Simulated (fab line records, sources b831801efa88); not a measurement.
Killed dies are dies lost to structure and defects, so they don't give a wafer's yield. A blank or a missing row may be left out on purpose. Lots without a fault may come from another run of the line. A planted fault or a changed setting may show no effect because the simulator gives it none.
A struck lot beside a sound one | flow sky130 | 31 steps out of a route of 708
Sound: wafers L766.2, L766.4, L766.5. Struck: wafers L777.1, L777.2, L777.6. The cause comes at the end.
At each step with rows: each side's tool, then ch and its chambers, then its first start. Under that, the readings that differ: sound wafers | struck wafers | difference of the means | sigmas: that difference in standard deviations of wafers without a fault.
alike: readings whose means differ by less than 2 such deviations, and words and numbers that are the same on both sides. not compared: withheld readings, readings that some wafer has no value for, bounds like >300 that may hide the same value, and numbers for which the record gives no deviation and whose values overlap.
The two part at a step that has a row with sigmas, a row that says differs or no value, or rows on one side only. Numbers that don't overlap but have no deviation are shown without sigmas and don't part them. A reading that every wafer of one side lacks parts them only if that side has two wafers or more.

SKY_PWDE_OVL_MEAS_07:
  sound on overlay-02, day 4 20:28; struck on overlay-01, day 7 10:07
  alike: PWDE_OVL
then, 1 step without rows for these wafers: SKY_PWDE_IMPLANT_08.
SKY_PWDE_STRIP_09: strips in O2/N2.
  sound on plasma_asher-02 ch 0,1, day 4 20:38; struck on plasma_asher-02 ch 0,1, day 7 10:17
  alike: drypump_motor_current_A, oes_product_au, strip_time_to_endpoint_s
  not compared: rf_hours_counter_h
SKY_PWDE_TW_MEAS_10:
  sound on film_metro-04, day 4 20:45; struck on film_metro-01, day 7 10:23
  reading | sound             | struck            | difference | sigmas
  PWDE_TW | 369.8 369.6 371.6 | 373.1 374.0 374.2 | +3.4       | +2
then, 7 steps without rows for these wafers: SKY_NWELL_DEHYDRATE_03 (time 60 s); SKY_NWELL_HMDS_04 (prime time 60 s); SKY_NWELL_COAT_05 (resist thk 3000 nm); SKY_NWELL_SOFTBAKE_06; SKY_NWELL_EXPOSE_07 (exposes mask NWM, target cd 840 nm); SKY_NWELL_PEB_08; SKY_NWELL_DEVELOP_09 (develop time 60 s).
SKY_NWELL_OVL_MEAS_10:
  sound on overlay-01, day 5 13:57; struck on overlay-01, day 8 06:49
  alike: NWELL_00_OVL
SKY_NWELL_IMPLANT_11:
  sound on implanter-02 ch 0, day 5 14:00; struck on implanter-02 ch 0, day 8 06:52
  reading            | sound                           | struck                           | difference  | sigmas
  dose_ions_cm2      | 1.9019e+13 1.899e+13 1.9046e+13 | 2.0374e+13 2.0387e+13 2.0391e+13 | +1.3657e+12 | +59
  faraday_current_uA | 108.2 105.2 105.3               | 117.0 117.6 111.4                | +9.1        | +4
then, 2 steps without rows for these wafers: SKY_NWELL_IMPLANT_12; SKY_NWELL_IMPLANT_13.
SKY_NWELL_STRIP_14: strips in O2/N2.
  sound on plasma_asher-02 ch 0,1, day 5 14:26; struck on plasma_asher-03 ch 0,1, day 8 07:19
  alike: drypump_motor_current_A, oes_product_au, strip_time_to_endpoint_s
  not compared: rf_hours_counter_h
SKY_NWELL_TW_MEAS_15:
  sound on film_metro-01, day 5 14:32; struck on film_metro-01, day 8 07:38
  reading  | sound          | struck         | difference | sigmas
  NWELL_TW | 1819 1815 1826 | 1864 1855 1849 | +36        | +4
  not compared: hold
then, 6 steps without rows for these wafers: SKY_NWELL_HMDS_17 (prime time 60 s); SKY_NWELL_COAT_18 (resist thk 3000 nm); SKY_NWELL_SOFTBAKE_19; SKY_NWELL_EXPOSE_20 (exposes mask NWM COMPLEMENT, target cd 840 nm); SKY_NWELL_PEB_21; SKY_NWELL_DEVELOP_22 (develop time 60 s).
SKY_NWELL_OVL_MEAS_23:
  sound on overlay-02, day 6 08:36; struck on overlay-01, day 9 04:05
  alike: NWELL_01_OVL
then, 1 step without rows for these wafers: SKY_NWELL_IMPLANT_24.
SKY_NWELL_STRIP_25: strips in O2/N2.
  sound on plasma_asher-03 ch 0,1, day 6 08:47; struck on plasma_asher-01 ch 0,1, day 9 04:17
  alike: drypump_motor_current_A, oes_product_au, strip_time_to_endpoint_s
  not compared: rf_hours_counter_h
SKY_NWELL_TW_MEAS_26:
  sound on film_metro-04, day 6 08:53; struck on film_metro-03, day 9 04:23
  alike: NWELL_2_TW
then, 1 step without rows for these wafers: SKY_NWELL_CLEAN_27 (cleans in SC1/SC2, time 150 s).
SKY_NWELL_RTA_28: time 30 s.
  sound on rtp_anneal-02 ch 0, day 6 09:00; struck on rtp_anneal-02 ch 0, day 9 04:29
  alike: lamp_power_pct, wafer_temp_C_max
SKY_NWELL_RS_MEAS_29: measures by four-point-probe.
  sound on film_metro-01, day 6 09:07; struck on film_metro-01, day 9 04:57
  reading           | sound             | struck            | difference | sigmas
  NWELL_RS (ohm/sq) | 625.2 628.5 625.8 | 600.2 601.0 600.7 | -25.9      | -15
  not compared: hold
-- the record jumps here: 40 days lie between the struck wafers' starts before and after (it left off in module NWELL and takes up again in module PAD_OPEN, whose first step shown is number 708 of the route) --
SKY_PAD_OPEN_PROBE_99:
  sound on prober-02, day 46 22:04; struck on prober-01, day 49 09:14
  reading                          | sound                        | struck                        | difference | sigmas
  model.etest.nfet_16v.r_on_ohm_um | 1.41e+04 1.424e+04 1.408e+04 | 1.352e+04 1.369e+04 1.354e+04 | -5.567e+02 |
  alike: killed_at_M0_to_M3, killed_at_M4_up, killed_at_contacts, killed_at_front_end, killed_at_other, killed_dies, killed_open, killed_short

WHERE THEY PART
First at SKY_PWDE_TW_MEAS_10; last, within this record, at SKY_NWELL_RS_MEAS_29. Later steps at which nothing parts them and some readings are alike: SKY_PAD_OPEN_PROBE_99.

WHY: what the simulator had put in
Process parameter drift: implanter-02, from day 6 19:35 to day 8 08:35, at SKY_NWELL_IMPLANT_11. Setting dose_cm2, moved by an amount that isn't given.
